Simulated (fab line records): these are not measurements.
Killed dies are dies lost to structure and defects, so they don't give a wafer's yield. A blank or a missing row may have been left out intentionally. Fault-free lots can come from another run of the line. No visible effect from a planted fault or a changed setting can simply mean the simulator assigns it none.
A lot that was struck, set against a sound lot ; flow sky130 ; 15 out of 708 route steps
Sound: the wafers L477.3, L477.5, L477.6. The struck wafers were L480.2, L480.4, L480.6. The cause comes at the end.
Each step with rows lists, per side, the tool, then ch with its chambers, then its first start. Under that, the readings that differ: sound wafers ; struck wafers ; difference of the means ; sigmas: that difference in standard deviations of wafers without a fault.
alike: words and numbers the same on both sides, and readings whose means are apart by under 2 such deviations; not compared: readings that were withheld, readings missing a value for some wafer, numbers with overlapping values and no deviation given by the record, and bounds like >300 which may hide the same value.
A row with sigmas, a row that says differs or no value, or rows on one side alone: a step with any of these is where the two part. Numbers that don't overlap but have no deviation are shown without sigmas and don't part them. A reading missing from all wafers of one side parts the sides only when that side holds two or more wafers.

first, 7 steps without rows for these wafers: SKY_POLY_GATE_HMDS_06 (prime time 60 s); SKY_POLY_GATE_COAT_07 (resist thk 110 nm); SKY_POLY_GATE_COAT_08 (resist thk 450 nm); SKY_POLY_GATE_SOFTBAKE_09 (time 90 s); SKY_POLY_GATE_EXPOSE_10 (exposes mask P1M, target cd 150 nm); SKY_POLY_GATE_PEB_11; SKY_POLY_GATE_DEVELOP_12 (develop time 60 s).
SKY_POLY_GATE_CD_MEAS_13 targets a cd of 150 nm.
  struck on cd_sem-01, day 18 18:52; sound on cd_sem-01, day 17 04:57
  alike: cd_nm
SKY_POLY_GATE_OVL_MEAS_14:
  struck on overlay-02, day 18 18:58; sound on overlay-01, day 17 05:03
  alike: POLY_GATE_OVL
SKY_POLY_GATE_ETCH_15: etches BARC in N2/H2, stops on SiO2, time 118.5 s, target depth 110 nm.
  sound on rie_diel-02 ch 0,2, day 17 05:04; struck on rie_diel-01 ch 1,3, day 18 19:00
  alike: chamber_pressure_mTorr, drypump_motor_current_A, oes_product_au, throttle_valve_pct
  not compared: rf_hours_counter_h
SKY_POLY_GATE_ETCH_16: etches Si3N4 in CH3F/O2, stops on poly-Si, time 147.5 s, target depth 75 nm.
  sound on rie_diel-02 ch 0,2, day 17 05:09; struck on rie_diel-01 ch 1,3, day 18 19:05
  alike: chamber_pressure_mTorr, drypump_motor_current_A, oes_product_au, throttle_valve_pct
  not compared: rf_hours_counter_h
SKY_POLY_GATE_ETCH_17: etches poly-Si in HBr/Cl2, stops on SiO2, target depth 180 nm, time 70.5 s.
  sound on rie_si-01 ch 1,2,3, day 17 05:15; struck on rie_si-01 ch 0,2,3, day 18 19:11
  alike: chamber_pressure_mTorr, drypump_motor_current_A, oes_product_au, throttle_valve_pct
  not compared: rf_hours_counter_h
SKY_POLY_GATE_STRIP_18: strips in O2/N2.
  sound on plasma_asher-01 ch 0,1, day 17 05:20; struck on plasma_asher-01 ch 0,1, day 18 19:14
reading;sound;struck;difference;sigmas
n2_flow_sccm (sccm);300.5 300.5 299.4;360.6 359.7 360.6;+60.2;+79
  alike: chamber_pressure_mTorr, drypump_motor_current_A, oes_product_au, strip_time_to_endpoint_s
  not compared: rf_hours_counter_h
then, 1 step without rows for these wafers: SKY_POLY_GATE_CLEAN_19 (cleans in SC1/SC2, time 150 s).
-- here the record skips 29 days between the struck wafers' starts before and after, leaving off in module POLY_GATE and picking up in module PAD_OPEN (first step shown: number 708 of the route) --
SKY_PAD_OPEN_PROBE_99:
  struck on prober-01, day 47 10:31; sound on prober-02, day 46 03:41
reading;sound;struck;difference;sigmas
killed_at_M4_up;4 1 1;6 4 5;+3;+2
  alike: killed_at_M0_to_M3, killed_at_contacts, killed_at_front_end, killed_at_other, killed_dies, killed_open, killed_short

WHERE THEY PART
At SKY_POLY_GATE_STRIP_18 first; at SKY_PAD_OPEN_PROBE_99 last (within this record only).

WHY: what had been put in by the simulator
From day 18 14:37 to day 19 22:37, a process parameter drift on plasma_asher-01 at SKY_POLY_GATE_STRIP_18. The setting n2_flow_sccm was moved by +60, starting from 300. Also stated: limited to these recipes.
